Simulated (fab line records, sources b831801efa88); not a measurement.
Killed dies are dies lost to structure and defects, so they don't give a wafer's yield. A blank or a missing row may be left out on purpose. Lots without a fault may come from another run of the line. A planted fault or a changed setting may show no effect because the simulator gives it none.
fab line records | flow sky130
record lots=13 wafers=37 last_day=50
route steps=708 shown FIELD_ISO@15 SONOS_TUNNEL@161 POLY_GATE@228 POLY_CUT@312 PAD_OPEN@708
lots that met no fault: from a run of the same line without faults
start_h: hours from the record's first day to the start of the lot's first wafer shown | wait_h: hours since the lot's step before | " the same as in the row above | L1.1+2: a row that stands for several wafers | - no value, or no start given | * or withheld: withheld | < > ~ a bound
route shown NAME@n: a module of which the file shows steps, and the number in the route of the first | usual: mean/standard deviation of fault-free wafers | same: alike in all rows | chamber/n: place in a boat | sites: the reading at each site | _std_site: their standard deviation | _edge_site: outer sites' mean less inner sites' | radius_mm: how far each site lies from the wafer's centre | mask NAME#n: copy n | behind: the tool/chamber that last shaped the wafer | hold: why the lot was held/for how many hours/how that ended | device: the transistor (n, p or np) that didn't switch | end of line: the same wafers' tests at the end of the route | a step without rows: its recipe alone | killed: dies lost to structure and defects at the first sort, not the wafer's yield | map: a wafer's dies, x killed, . not, _ none there
set.NAME: the setting as run; set.NAME@STEP: as run at that earlier step | model.NAME: the simulator's own value behind a step, which no gauge read
steps of the route over a sample of lots; a table a step, a row a wafer
services: from which hour (start_h, from the record's first day; less than 0 if before it) a tool's chamber was out of use, for how many hours, and why
## steps
# step SKY_FIELD_ISO_ETCH_14
# recipe chemistry=N2/H2 target=BARC ion_energy_ev=200 source_w=500 bias_w=100 pressure_mtorr=30 n2_flow_sccm=100 h2_flow_sccm=200 stop_on=SiO2 time_s=45.9 target_depth_a=600
# usual drypump_motor_current_A=5.8/0.44 oes_product_au=0.855/0.0047 throttle_valve_pct=13.224/0.0078
# columns lot.wafer tool chamber start_h wait_h drypump_motor_current_A oes_product_au rf_hours_counter_h throttle_valve_pct
L568.2 rie_diel-03 3 30.82 0.1 6.2 0.852 64 13.226
L568.3 " 1 " " 6.0 0.863 121 13.224
L568.6 " 1 " " 6.0 0.859 - 13.222
L569.3 rie_diel-04 1 36.63 0.1 6.0 0.849 1 13.223
L569.5 " 0 " " 6.6 0.859 - 13.221
L569.6 " 3 " " 5.9 0.856 - 13.217
L570.1 rie_diel-02 0 39.45 0.1 6.2 0.861 25 13.222
L570.2 " 1 " " 4.9 0.852 139 13.231
L570.4 " 2 " " 5.2 0.850 121 13.232
L571.2 rie_diel-03 2 44.03 0.1 5.7 0.861 86 13.224
L571.5 " 3 " " 6.2 0.844 - 13.221
L571.6 " 0 " " 5.5 0.859 - 13.222
L572.4 rie_diel-04 3 48.17 0.0 5.9 0.855 160 13.220
L572.5 " 2 " " 5.6 0.852 - 13.214
L572.6 " 1 " " 6.0 0.863 - 13.230
L574.2 rie_diel-02 2 59.12 0.1 5.2 0.856 121 13.236
L574.5 " 1 " " 5.0 0.856 - 13.224
L574.6 " 2 " " 5.2 0.858 - 13.229
L576.1 rie_diel-02 0 72.98 0.1 6.3 0.853 26 13.233
L576.5 " 1 " " 5.0 0.852 - 13.215
L577.5 rie_diel-03 1 78.54 0.0 6.0 0.861 - 13.227
L577.6 " 2 " " 5.8 0.853 - 13.232
L587.4 rie_diel-02 1 130.78 0.0 5.0 0.862 141 13.222
L587.5 " 1 " " 5.0 0.856 - 13.214
L587.6 " 2 " " 5.1 0.857 - 13.231
L588.3 rie_diel-03 2 135.00 0.1 5.8 0.858 88 13.229
L588.4 " 1 " " 6.0 0.857 124 13.215
L588.6 " 1 " " 6.0 0.858 - 13.231
L589.2 rie_diel-04 2 138.80 0.1 5.6 0.850 151 13.219
L589.4 " 0 " " 6.6 0.857 - 13.211
L589.6 " 1 " " 6.0 0.854 - 13.209
L590.1 rie_diel-04 2 143.23 0.1 5.6 0.858 151 13.216
L590.2 " 1 " " 6.0 0.858 3 13.220
L590.4 " 0 " " 6.6 0.854 - 13.224
L591.2 rie_diel-03 3 148.72 0.1 6.2 0.852 67 13.209
L591.3 " 1 " " 6.0 0.850 124 13.224
L591.4 " 0 " " 5.5 0.860 78 13.230
# step SKY_SONOS_TUNNEL_CD_MEAS_07
# recipe target_cd_nm=410
# usual cd_nm=409.7/2.4
# columns lot.wafer tool chamber start_h wait_h cd_nm
L568.2 cd_sem-01 - 255.67 0.1 407.6
L568.3 " - " " 405.6
L568.6 " - " " 408.1
L569.3 cd_sem-01 - 271.84 0.1 411.8
L569.5 " - " " 409.8
L569.6 " - " " 410.8
L570.1 cd_sem-01 - 273.81 0.1 410.0
L570.2 " - " " 410.6
L570.4 " - " " 411.1
L571.2 cd_sem-02 - 273.92 0.1 413.2
L571.5 " - " " 411.1
L571.6 " - " " 412.9
L572.4 cd_sem-02 - 294.44 0.1 412.4
L572.5 " - " " 409.5
L572.6 " - " " 411.1
L574.2 cd_sem-01 - 305.07 0.1 409.6
L574.5 " - " " 411.7
L574.6 " - " " 409.1
L576.1 cd_sem-02 - 313.26 0.1 411.9
L576.5 " - " " 410.9
L577.5 cd_sem-01 - 319.36 0.1 407.2
L577.6 " - " " 405.6
L587.4 cd_sem-01 - 400.59 0.1 410.1
L587.5 " - " " 405.7
L587.6 " - " " 405.3
L588.3 cd_sem-02 - 407.25 0.1 410.7
L588.4 " - " " 408.1
L588.6 " - " " 411.2
L589.2 cd_sem-01 - 414.17 0.1 408.2
L589.4 " - " " 412.9
L589.6 " - " " 410.7
L590.1 cd_sem-01 - 418.08 0.1 410.8
L590.2 " - " " 412.2
L590.4 " - " " 410.7
L591.2 cd_sem-02 - 428.73 0.1 411.2
L591.3 " - " " 412.3
L591.4 " - " " 410.7
# step SKY_POLY_GATE_OVL_MEAS_14
# usual POLY_GATE_OVL=2/5.9
# columns lot.wafer tool chamber start_h wait_h POLY_GATE_OVL[nm]
L568.2 overlay-01 - 385.84 0.1 -6
L568.3 " - " " -6
L568.6 " - " " -7
L569.3 overlay-01 - 392.29 0.1 2
L569.5 " - " " 2
L569.6 " - " " 2
L571.2 overlay-02 - 401.12 0.1 2
L571.5 " - " " 1
L571.6 " - " " -1
L570.1 overlay-02 - 402.77 0.1 0
L570.2 " - " " -6
L570.4 " - " " -4
L572.4 overlay-02 - 417.27 0.1 -6
L572.5 " - " " 0
L572.6 " - " " 1
L574.2 overlay-01 - 433.45 0.1 1
L574.5 " - " " 0
L574.6 " - " " 4
L576.1 overlay-01 - 441.65 0.1 -4
L576.5 " - " " -4
L577.5 overlay-01 - 447.99 0.0 0
L577.6 " - " " -6
L587.4 overlay-01 - 538.55 0.1 3
L587.5 " - " " -6
L587.6 " - " " -2
L588.3 overlay-02 - 543.63 0.1 -5
L588.4 " - " " 3
L588.6 " - " " 12
L589.2 overlay-02 - 549.99 0.1 16
L589.4 " - " " 18
L589.6 " - " " 12
L590.1 overlay-02 - 553.35 0.1 1
L590.2 " - " " 5
L590.4 " - " " -1
L591.2 overlay-02 - 563.42 0.1 8
L591.3 " - " " 1
L591.4 " - " " 6
# step SKY_POLY_CUT_EXPOSE_05
# recipe mask_id=NPCM na=0.8 source_shape=annular sigma_inner=0.55 sigma_outer=0.85 target_cd_nm=270 dose_mj=32
# columns lot.wafer tool chamber start_h wait_h mask
L568.2+3+6 krf_scanner-02 0 561.84 - NPCM#0
L569.3+5+6 krf_scanner-01 0 569.44 - NPCM#0
L570.1+2+4 krf_scanner-02 0 577.60 - NPCM#0
L571.2+5+6 krf_scanner-02 0 579.25 - NPCM#0
L572.4+5+6 krf_scanner-01 0 593.28 - NPCM#0
L574.2+5+6 krf_scanner-02 0 608.37 - NPCM#0
L576.1+5 krf_scanner-02 0 615.99 - NPCM#0
L577.5+6 krf_scanner-02 0 621.76 - NPCM#0
L587.4+5+6 krf_scanner-01 0 705.86 - NPCM#0
L588.3+4+6 krf_scanner-01 0 709.32 - NPCM#0
L589.2+4+6 krf_scanner-02 0 716.87 - NPCM#0
L590.1+2+4 krf_scanner-02 0 719.73 - NPCM#0
L591.2+3+4 krf_scanner-02 0 727.70 - NPCM#0
# step SKY_POLY_CUT_CD_MEAS_08
# recipe target_cd_nm=270
# usual cd_nm=269.6/1.4
# columns lot.wafer tool chamber start_h wait_h cd_nm
L568.2 cd_sem-01 - 576.70 - 270.7
L568.3 " - " " 268.5
L568.6 " - " " 269.5
L569.3 cd_sem-02 - 584.87 - 270.3
L569.5 " - " " 271.8
L569.6 " - " " 270.4
L570.1 cd_sem-01 - 592.68 - 269.5
L570.2 " - " " 268.4
L570.4 " - " " 268.1
L571.2 cd_sem-02 - 594.15 - 269.0
L571.5 " - " " 269.9
L571.6 " - " " 269.8
L572.4 cd_sem-02 - 607.19 - 270.8
L572.5 " - " " 271.3
L572.6 " - " " 270.7
L574.2 cd_sem-01 - 623.25 - 269.2
L574.5 " - " " 268.7
L574.6 " - " " 268.5
L576.1 cd_sem-01 - 630.10 - 244.1
L576.5 " - " " 244.0
L577.5 cd_sem-02 - 635.71 - 244.0
L577.6 " - " " 267.6
L587.4 cd_sem-02 - 720.01 - 268.6
L587.5 " - " " 270.3
L587.6 " - " " 269.1
L588.3 cd_sem-01 - 722.87 - 269.3
L588.4 " - " " 269.9
L588.6 " - " " 270.1
L589.2 cd_sem-01 - 730.40 - 268.8
L589.4 " - " " 267.8
L589.6 " - " " 267.1
L590.1 cd_sem-01 - 733.43 - 267.8
L590.2 " - " " 269.1
L590.4 " - " " 268.1
L591.2 cd_sem-02 - 741.50 - 267.9
L591.3 " - " " 268.7
L591.4 " - " " 268.3
# step SKY_PAD_OPEN_PROBE_99
# usual killed_at_M0_to_M3=43/6.8 killed_at_M4_up=3.0/1.6 killed_at_contacts=25/6 killed_at_front_end=15/4.4 killed_at_other=0.3/0.52 killed_dies=86/9.6 killed_on_rim=17/3.5 killed_open=47/6.7 killed_short=39/6.8
# same gross_dies=492 killed_at_back_side=0
# columns lot.wafer tool chamber start_h wait_h killed_at_M0_to_M3 killed_at_M4_up killed_at_contacts killed_at_front_end killed_at_other killed_dies killed_on_rim killed_open killed_short
L576.1 prober-02 - 1128.31 0.1 36 7 27 10 0 80 12 48 30
L576.5 prober-02 - 1128.51 0.2 58 2 21 14 0 95 12 54 40
L587.4 prober-01 - 1185.28 0.2 45 3 18 18 1 85 17 42 43
L587.5 prober-01 - 1185.33 0.2 33 6 16 18 0 73 16 42 30
L587.6 prober-01 - 1185.38 0.2 39 2 19 15 1 76 16 50 26
L588.4 prober-02 - 1186.53 0.2 32 5 22 20 1 80 16 43 37
L588.6 prober-02 - 1186.63 0.2 31 4 16 25 0 76 13 41 35
L589.6 prober-01 - 1190.63 0.2 39 4 24 14 0 81 14 50 30
L590.1 prober-02 - 1192.58 0.1 47 1 28 17 1 94 11 45 49
L590.2 prober-02 - 1192.63 0.1 36 5 24 19 0 84 19 49 33
L590.4 prober-02 - 1192.73 0.2 62 2 29 21 0 114 20 62 52
L591.2 prober-01 - 1199.60 0.1 43 0 33 10 2 88 16 45 43
L591.3 prober-01 - 1199.65 0.2 36 1 23 18 0 78 17 53 23
L591.4 prober-01 - 1199.70 0.2 42 6 33 20 1 102 17 51 51
# killed by level:class
L576.1 LI_CONTACT:geometric_particle:open=9 CONTACT:geometric_particle:open=9 VIA1:geometric_particle:open=8 METAL4:geometric_particle:short=6 POLY_GATE:geometric_particle:open=5 LOCAL_INTERCONNECT:geometric_particle:short=5 VIA3:geometric_particle:open=5 METAL2:geometric_particle:open=4
L576.5 VIA1:geometric_particle:open=14 VIA1:geometric_particle:short=11 METAL2:geometric_particle:short=9 LI_CONTACT:geometric_particle:open=8 VIA3:geometric_particle:open=8 CONTACT:geometric_particle:open=7 VIA2:geometric_particle:open=7 POLY_GATE:geometric_particle:open=5
L587.4 VIA1:geometric_particle:open=9 CONTACT:geometric_particle:open=7 METAL2:geometric_particle:short=7 POLY_GATE:geometric_particle:open=5 METAL1:geometric_particle:short=5 VIA2:geometric_particle:open=5 VIA3:geometric_particle:open=4 FIELD_ISO:geometric_particle:short=3
L587.5 VIA1:geometric_particle:open=12 CONTACT:geometric_particle:open=7 LI_CONTACT:geometric_particle:open=6 POLY_GATE:geometric_particle:short=5 POLY_GATE:geometric_particle:open=5 VIA1:geometric_particle:short=5 METAL4:geometric_particle:short=5 SPACER:geometric_particle:open=4
L587.6 VIA2:geometric_particle:open=10 VIA1:geometric_particle:open=10 VIA3:geometric_particle:open=7 POLY_GATE:geometric_particle:open=5 LI_CONTACT:geometric_particle:short=5 CONTACT:geometric_particle:open=5 FIELD_ISO:geometric_particle:open=4 LI_CONTACT:geometric_particle:open=4
L588.4 CONTACT:geometric_particle:open=10 VIA1:geometric_particle:short=8 VIA2:geometric_particle:open=7 FIELD_ISO:geometric_particle:short=6 FIELD_ISO:geometric_particle:open=6 VIA1:geometric_particle:open=6 LI_CONTACT:geometric_particle:open=5 POLY_GATE:geometric_particle:short=4
L588.6 FIELD_ISO:geometric_particle:open=8 METAL2:geometric_particle:short=7 CONTACT:geometric_particle:open=6 VIA1:geometric_particle:open=6 FIELD_ISO:geometric_particle:short=5 POLY_GATE:geometric_particle:open=4 POLY_GATE:geometric_particle:short=4 VIA2:geometric_particle:open=4
L589.6 VIA1:geometric_particle:open=11 VIA2:geometric_particle:open=9 CONTACT:geometric_particle:open=8 LI_CONTACT:geometric_particle:open=7 FIELD_ISO:geometric_particle:open=4 METAL2:geometric_particle:short=4 FIELD_ISO:geometric_particle:short=3 POLY_GATE:geometric_particle:open=3
L590.1 CONTACT:geometric_particle:open=10 LI_CONTACT:geometric_particle:open=8 VIA1:geometric_particle:short=8 METAL2:geometric_particle:short=8 VIA2:geometric_particle:open=6 METAL1:geometric_particle:short=6 FIELD_ISO:geometric_particle:open=5 VIA1:geometric_particle:open=5
L590.2 VIA1:geometric_particle:open=11 METAL1:geometric_particle:short=10 LI_CONTACT:geometric_particle:open=10 CONTACT:geometric_particle:open=8 FIELD_ISO:geometric_particle:open=5 VIA3:geometric_particle:short=4 POLY_GATE:geometric_particle:open=3 POLY_GATE:geometric_particle:short=3
L590.4 VIA1:geometric_particle:open=17 CONTACT:geometric_particle:open=15 FIELD_ISO:geometric_particle:short=8 VIA3:geometric_particle:open=8 METAL2:geometric_particle:short=7 VIA2:geometric_particle:open=7 VIA1:geometric_particle:short=6 LI_CONTACT:geometric_particle:open=6
L591.2 CONTACT:geometric_particle:open=12 VIA2:geometric_particle:open=8 METAL1:geometric_particle:short=7 LI_CONTACT:geometric_particle:open=7 VIA1:geometric_particle:open=6 VIA3:geometric_particle:open=6 CONTACT:geometric_particle:short=5 METAL2:geometric_particle:short=5
L591.3 VIA1:geometric_particle:open=13 CONTACT:geometric_particle:open=11 VIA2:geometric_particle:open=9 CONTACT:geometric_particle:short=6 FIELD_ISO:geometric_particle:open=5 POLY_GATE:geometric_particle:open=5 VIA3:geometric_particle:open=5 VIA1:geometric_particle:short=4
L591.4 CONTACT:geometric_particle:open=12 POLY_GATE:geometric_particle:open=9 LOCAL_INTERCONNECT:geometric_particle:short=9 VIA1:geometric_particle:open=9 METAL2:geometric_particle:short=7 LI_CONTACT:geometric_particle:open=6 VIA3:geometric_particle:open=5 METAL1:geometric_particle:short=4
## services
# columns tool chamber start_h hours kind
krf_scanner-02 - 27.06 0.8 pm
krf_scanner-02 - 88.34 1.3 pm
krf_scanner-02 - 98.40 1.0 pm
krf_scanner-02 - 110.99 4.0 pm
krf_scanner-02 - 149.53 0.5 repair
krf_scanner-02 - 177.38 2.0 repair
krf_scanner-02 - 195.87 0.8 pm
krf_scanner-02 - 255.65 9.9 repair
krf_scanner-02 - 265.56 1.3 pm
krf_scanner-02 - 267.97 1.0 pm
krf_scanner-02 - 342.63 3.6 pm
krf_scanner-02 - 364.66 0.8 pm
krf_scanner-02 - 370.41 1.4 repair
krf_scanner-02 - 442.99 1.0 pm
krf_scanner-02 - 443.99 1.3 pm
krf_scanner-02 - 469.47 4.3 repair
krf_scanner-02 - 474.62 1.6 repair
krf_scanner-02 - 478.42 0.8 pm
krf_scanner-02 - 533.46 0.8 pm
krf_scanner-02 - 547.53 4.4 pm
krf_scanner-02 - 605.40 1.0 pm
krf_scanner-02 - 618.73 1.3 pm
krf_scanner-02 - 622.06 0.5 repair
krf_scanner-02 - 699.72 0.5 repair
## key
first_sign step=SKY_POLY_CUT_CD_MEAS_08 reading=cd_nm direction=down sigmas=19 usual=269.6 struck=244.0
effect none on later readings
met_at SKY_POLY_CUT_EXPOSE_05
struck_lots L576,L577
struck_wafers L576.1,L576.5,L577.5
tester_left_out L576,L577
not_acting_at SKY_FIELD_ISO_ETCH_14,SKY_SONOS_TUNNEL_CD_MEAS_07,SKY_POLY_GATE_OVL_MEAS_14
onset_between 608.37 615.99
fault kind=process_parameter_drift tool=krf_scanner-02 chamber=- onset_h=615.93 steps=SKY_POLY_CUT_EXPOSE_05 channel=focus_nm offset=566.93 shape=step end_h=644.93 scope=struck_wafers_only
# tester_left_out: of these lots the tester's yield and bins aren't shown, on N5 and GAA mostly nor the transistor test; their killed dies are dies lost to structure and defects alone, not to doping, threshold or leakage, so they don't give the yield
